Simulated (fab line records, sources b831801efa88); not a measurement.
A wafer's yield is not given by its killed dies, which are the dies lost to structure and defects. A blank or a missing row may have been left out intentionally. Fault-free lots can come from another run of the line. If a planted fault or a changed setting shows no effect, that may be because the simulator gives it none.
One fault through the eyes of 2 desks ; flow gf180mcu ; what lay behind the numbers comes last; until then each desk has only its own

== METROLOGY DESK ==
Lot by lot, what the gauges showed, no matter which tool ran the lot: averages of those sampled wafers that carry a number. A lot is out of limits, marked OUT, if its mean lies more than 4 standard deviations from the usual mean; the brackets give that distance.
Columns: A = MIM_ALCU_RS at GF_MIM_RS_MEAS_10, usual 0.1610 ohm/sq; B = MIM_ALCU_THK at GF_MIM_THK_MEAS_11, usual 201.0 nm
lot;first seen here;A;B
L967;day 24 19:46;0.1607;200.8
L970;day 25 15:01;0.1615;200.8
L971;day 25 20:34;0.1623;199.9
L973;day 26 15:04;0.1599;202.2
L975;day 27 05:19;0.1605;202.0
L981;day 29 05:29;0.1642;196.6
L983;day 29 18:02;0.1692 (+5.1) OUT;192.8 (-4.1) OUT
L984;day 30 05:13;0.1615;200.8
L985;day 30 08:09;0.1595;203.6
L988;day 31 05:14;0.1640;197.2
Per this desk, out of limits: L983; the first was L983, day 29 18:02 (MIM_ALCU_RS at GF_MIM_RS_MEAS_10). Within limits: L967, L970, L971, L973, L975, L981, L984, L985, L988.

== TOOL OWNER'S DESK, pvd_sputter-01 ==
The tool's own readings at GF_MIM_SPUTTER_08 (material AlCu, target thk 200 nm, time 10.6 s): means of the sampled wafers that have a number, for each lot that ran on this tool. A lot is out of limits, marked OUT, if its mean lies more than 4 standard deviations from the usual mean; the brackets give that distance.
Columns: A = cathode_dc_power_W at GF_MIM_SPUTTER_08, usual 10600 W; B = throttle_valve_pct at GF_MIM_SPUTTER_08, usual 30.1 %
lot;first seen here;A;B
L981;day 29 05:23;10298 (-99 or more) OUT;30.5
L983;day 29 17:58;10296 (-99 or more) OUT;29.7
This desk's finding: out of limits on L981, L983; first on L981, day 29 05:23 (cathode_dc_power_W at GF_MIM_SPUTTER_08). In limits: none.

== BROUGHT TOGETHER ==
An alarm could have come from the tool owner's desk at day 29 05:23, on L981, L983.
L983 would have let the metrology desk raise an alarm at day 29 18:02.
The metrology desk holds a record of L981, inside its limits.
All the named lots went through GF_MIM_SPUTTER_08 on pvd_sputter-01.

== WHAT THE SIMULATOR HAD INSERTED ==
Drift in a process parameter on pvd_sputter-01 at GF_MIM_SPUTTER_08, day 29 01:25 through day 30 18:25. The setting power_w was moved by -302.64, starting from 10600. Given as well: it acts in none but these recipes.
Lots struck among those shown: L981, L983.
Hours from the fault's start to each desk's first reading out of limits: the tool owner's desk, 4; the metrology desk, 17.
